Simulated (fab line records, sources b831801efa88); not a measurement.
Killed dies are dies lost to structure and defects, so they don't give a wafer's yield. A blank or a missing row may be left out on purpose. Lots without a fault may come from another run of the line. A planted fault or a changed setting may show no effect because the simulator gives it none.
Which tool did it? | flow gf180mcu | 15 lots, 45 wafers sampled, at 5 steps of a route of 602

WHAT THE GAUGES READ, wafer by wafer
GF_V1_BOW_MEAS_05. Usual: V1_BOW 81 um, standard deviation 7.
lot  | measured     | on            | V1_BOW (um) | flag
L455 | day 16 21:38 | film_metro-02 | 78 83 69    |
L456 | day 17 18:58 | film_metro-03 | 82 77 77    |
L457 | day 17 19:46 | film_metro-03 | 92 77 81    |
L458 | day 18 15:49 | film_metro-02 | 75 78 75    |
L461 | day 19 20:47 | film_metro-01 | 86 88 73    |
L462 | day 20 00:38 | film_metro-03 | 74 72 74    |
L466 | day 21 05:40 | film_metro-02 | 88 87 84    |
L467 | day 21 16:19 | film_metro-01 | 88 84 80    |
L468 | day 21 22:38 | film_metro-01 | 82 77 77    |
L470 | day 22 15:26 | film_metro-01 | 84 75 89    |
L474 | day 23 22:53 | film_metro-01 | 86 78 78    |
L475 | day 24 09:03 | film_metro-01 | 83 69 80    |
L476 | day 24 15:05 | film_metro-03 | 87 77 76    |
L477 | day 24 20:27 | film_metro-01 | 75 90 80    |
L478 | day 25 08:00 | film_metro-03 | 82 79 90    |

GF_V1_CD_MEAS_14: target cd 260 nm. Usual: cd_nm 259.7 nm, standard deviation 1.1.
lot  | measured     | on        | cd_nm (nm)        | flag
L455 | day 17 19:58 | cd_sem-02 | 259.8 260.0 260.0 |
L456 | day 18 17:52 | cd_sem-01 | 259.2 258.9 258.0 |
L457 | day 18 19:17 | cd_sem-01 | 259.0 259.8 258.6 |
L458 | day 19 16:37 | cd_sem-02 | 260.7 261.0 261.4 |
L461 | day 20 21:10 | cd_sem-01 | 259.0 260.2 259.8 |
L462 | day 21 01:06 | cd_sem-02 | 260.0 259.4 260.7 |
L466 | day 22 05:31 | cd_sem-02 | 258.4 258.9 259.7 |
L467 | day 22 15:41 | cd_sem-01 | 233.1 232.2 232.9 | OFF
L468 | day 22 22:18 | cd_sem-02 | 233.9 233.9 234.4 | OFF
L470 | day 23 14:22 | cd_sem-02 | 239.1 238.8 239.9 | OFF
L474 | day 24 20:53 | cd_sem-01 | 259.5 259.8 258.5 |
L475 | day 25 06:20 | cd_sem-02 | 260.2 260.7 260.7 |
L476 | day 25 12:25 | cd_sem-02 | 260.1 260.7 260.0 |
L477 | day 25 17:14 | cd_sem-01 | 258.6 258.4 258.7 |
L478 | day 26 05:11 | cd_sem-02 | 261.5 260.3 260.9 |

GF_V1_OVL_MEAS_15. Usual: V1_OVL -2 nm, standard deviation 5.2.
lot  | measured     | on         | V1_OVL (nm) | flag
L455 | day 17 20:04 | overlay-01 | 6 0 -1      |
L456 | day 18 17:59 | overlay-02 | 7 -1 4      |
L457 | day 18 19:25 | overlay-01 | 3 -1 -3     |
L458 | day 19 16:44 | overlay-01 | -3 3 -4     |
L461 | day 20 21:17 | overlay-01 | 1 0 -6      |
L462 | day 21 01:12 | overlay-01 | -3 -3 -2    |
L466 | day 22 05:37 | overlay-01 | -2 2 0      |
L467 | day 22 15:47 | overlay-01 | -9 -3 -16   |
L468 | day 22 22:25 | overlay-01 | -2 -8 -5    |
L470 | day 23 14:29 | overlay-02 | -6 -6 -4    |
L474 | day 24 21:01 | overlay-02 | 0 3 2       |
L475 | day 25 06:26 | overlay-01 | -6 -7 -9    |
L476 | day 25 12:31 | overlay-02 | 6 1 -7      |
L477 | day 25 17:20 | overlay-02 | -9 -11 -9   |
L478 | day 26 05:17 | overlay-02 | 8 1 10      |

WHICH TOOL RAN EACH LOT (tool, then ch and the chambers of the sampled wafers, then the start)
lot  | GF_M1_STRIP_17                       | GF_V1_SOFTBAKE_10
L455 | plasma_asher-01 ch 0,1, day 16 20:31 | litho_track-02 ch 0, day 17 09:00
L456 | plasma_asher-01 ch 0,1, day 17 14:10 | litho_track-01 ch 0, day 18 05:00
L457 | plasma_asher-03 ch 0,1, day 17 18:34 | litho_track-03 ch 0, day 18 07:00
L458 | plasma_asher-01 ch 0,1, day 18 14:10 | litho_track-01 ch 0, day 19 03:00
L461 | plasma_asher-04 ch 0,1, day 19 19:40 | litho_track-02 ch 0, day 20 08:00
L462 | plasma_asher-04 ch 0,1, day 19 23:30 | litho_track-03 ch 0, day 20 13:00
L466 | plasma_asher-01 ch 0,1, day 21 04:34 | litho_track-03 ch 0, day 21 17:00
L467 | plasma_asher-04 ch 0,1, day 21 15:09 | litho_track-03 ch 0, day 22 04:00
L468 | plasma_asher-01 ch 0,1, day 21 21:19 | litho_track-03 ch 0, day 22 10:00
L470 | plasma_asher-01 ch 0,1, day 22 14:19 | litho_track-03 ch 0, day 23 03:00
L474 | plasma_asher-04 ch 0,1, day 23 21:47 | litho_track-01 ch 0, day 24 09:00
L475 | plasma_asher-03 ch 0,1, day 24 07:56 | litho_track-01 ch 0, day 24 19:00
L476 | plasma_asher-04 ch 0,1, day 24 13:58 | litho_track-02 ch 0, day 25 02:00
L477 | plasma_asher-03 ch 0,1, day 24 19:21 | litho_track-02 ch 0, day 25 06:00
L478 | plasma_asher-03 ch 0,1, day 25 06:49 | litho_track-02 ch 0, day 25 18:00
- GF_M1_STRIP_17: strips in O2/N2.
- GF_V1_SOFTBAKE_10: time 60 s.

WHAT THE TOOLS THEMSELVES READ (means of the sampled wafers that have a number; where no wafer has one, the mark that the record gives instead)
GF_M1_STRIP_17. Usual: drypump_motor_current_A 5.7 A, standard deviation 0.44; heater_power_w 312 W, standard deviation 47; oes_product_au 0.559 a.u., standard deviation 0.0046; strip_time_to_endpoint_s 7.65 s, standard deviation 0.038.
lot  | tool            | drypump_motor_current_A (A) | heater_power_w (W) | oes_product_au (a.u.) | strip_time_to_endpoint_s (s) | flag
L455 | plasma_asher-01 | 5.7                         | 281                | 0.557                 | 7.63                         |
L456 | plasma_asher-01 | 5.8                         | 285                | 0.560                 | 7.63                         |
L457 | plasma_asher-03 | 5.9                         | 366                | 0.554                 | 7.58                         |
L458 | plasma_asher-01 | 5.8                         | 286                | 0.563                 | 7.69                         |
L461 | plasma_asher-04 | 5.2                         | 283                | 0.559                 | 7.65                         |
L462 | plasma_asher-04 | 5.6                         | 280                | 0.554                 | 7.64                         |
L466 | plasma_asher-01 | 5.8                         | 288                | 0.563                 | 7.65                         |
L467 | plasma_asher-04 | 5.7                         | 275                | 0.559                 | 7.66                         |
L468 | plasma_asher-01 | 5.8                         | 289                | 0.560                 | 7.63                         |
L470 | plasma_asher-01 | 5.8                         | 287                | 0.560                 | 7.67                         |
L474 | plasma_asher-04 | 5.6                         | 276                | 0.560                 | 7.69                         |
L475 | plasma_asher-03 | 6.1                         | 360                | 0.556                 | 7.63                         |
L476 | plasma_asher-04 | 5.3                         | 286                | 0.554                 | 7.61                         |
L477 | plasma_asher-03 | 5.8                         | 367                | 0.558                 | 7.68                         |
L478 | plasma_asher-03 | 6.1                         | 354                | 0.557                 | 7.71                         |

GF_V1_SOFTBAKE_10. Usual: heater_power_total_W 93.05 W, standard deviation 0.057; plate_temp_C 130.03 C, standard deviation 0.13.
lot  | tool           | heater_power_total_W (W) | plate_temp_C (C) | flag
L455 | litho_track-02 | 93.06                    | 130.11           |
L456 | litho_track-01 | 93.05                    | 129.96           |
L457 | litho_track-03 | 93.06                    | 130.06           |
L458 | litho_track-01 | 93.06                    | 130.01           |
L461 | litho_track-02 | 93.06                    | 130.22           |
L462 | litho_track-03 | 93.09                    | 130.15           |
L466 | litho_track-03 | 93.00                    | 130.07           |
L467 | litho_track-03 | 81.19                    | 117.20           | OFF
L468 | litho_track-03 | 81.14                    | 117.04           | OFF
L470 | litho_track-03 | 81.19                    | 117.09           | OFF
L474 | litho_track-01 | 93.01                    | 129.98           |
L475 | litho_track-01 | 93.01                    | 129.98           |
L476 | litho_track-02 | 93.07                    | 130.07           |
L477 | litho_track-02 | 93.05                    | 129.95           |
L478 | litho_track-02 | 93.03                    | 130.00           |

THE ANSWER, worked out from the rows above alone
Rule: a lot is off if the mean of its wafers that have a number lies more than 3 standard deviations from the usual mean. A lot without any number at a reading at which 4 lots or more have one is off too. The other lots that the step has rows for count as sound. The gauges are gone through in route order, then the tools' own readings, and for those a lot's mean is taken as printed above. The first step at which some lot is off is used, and at that step the reading that is off furthest; a lot without a number counts as furthest.
Off: L467, L468, L470, at GF_V1_CD_MEAS_14 (cd_nm).
A tool fits if, at a process step before that reading, it ran every lot that is off, and no sound lot after the first of them. The gauges at GF_V1_CD_MEAS_14 aren't tried: what is off there is off at GF_V1_SOFTBAKE_10 too, on other tools, and a gauge's error can't cause that. One fits: litho_track-03 at GF_V1_SOFTBAKE_10. Its last sound lot is L466 (day 21 17:00), its first lot that is off L467 (day 22 04:00): a fault that began between those two fits.
The tool's own readings at GF_V1_SOFTBAKE_10 bear it out: on the lots that are off they differ by more than 5 times the standard deviation of the sound lots' means. heater_power_total_W reads 81.17 W there against 93.05 W on the sound lots; plate_temp_C reads 117.11 C there against 130.05 C on the sound lots.

WHAT THE SIMULATOR HAD PUT IN
Process parameter drift: litho_track-03, from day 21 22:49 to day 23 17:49, at GF_V1_SOFTBAKE_10. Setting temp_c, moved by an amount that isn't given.
Lots struck among those shown: L467, L468, L470. The rule above found the same.
